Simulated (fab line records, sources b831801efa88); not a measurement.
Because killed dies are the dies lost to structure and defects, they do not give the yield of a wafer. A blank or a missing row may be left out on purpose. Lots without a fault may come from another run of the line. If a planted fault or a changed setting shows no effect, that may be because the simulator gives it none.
Matching of chambers    flow gf180mcu    GF_V4_CVD_02 on pecvd-03: 3 sister chambers
The step deposits SiO2 from TEOS, target thk 850 nm, time 94.851 s. 3 wafers are shown with their chamber, then 9 later ones without.

WAFERS PAIRED WITH THEIR CHAMBERS
wafer   chamber  heater-power-w (W)
L092.1  0        675
L092.2  2        708
L092.3  1        730

WAFERS WITH NO CHAMBER GIVEN
wafer   heater-power-w (W)
L093.2  681
L093.4  578
L093.5  588
L096.1  610
L096.4  684
L096.6  707
L097.4  586
L097.5  657
L097.6  749

WHICH CHAMBER EACH WENT THROUGH
wafer   from the rows above           in truth
L093.2  can't be placed: 0 or 2 or 1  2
L093.4  can't be placed: 0 or 2 or 1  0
L093.5  can't be placed: 0 or 2 or 1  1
L096.1  can't be placed: 0 or 2 or 1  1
L096.4  can't be placed: 0 or 2 or 1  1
L096.6  can't be placed: 2 or 1 or 0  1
L097.4  can't be placed: 0 or 2 or 1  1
L097.5  can't be placed: 0 or 2 or 1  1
L097.6  can't be placed: 1 or 2 or 0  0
Correctly placed: 0 of 9. Unplaceable from these rows: 9, with the true chamber sitting among the candidates in 9. 0 placed wrongly.
How it was worked out, from the rows above alone: a wafer's distance from a chamber is the root of the sum, over the readings, of the square of ((its reading less the chamber's mean) divided by the reading's scatter). If the next closest chamber is less than 2 further off than the closest, the wafer can't be placed; otherwise it belongs to the closest. The mean given for a chamber averages the wafers shown for that chamber. The scatter: root of mean squared gap, hidden wafer to nearest shown wafer, with one shown wafer a chamber.
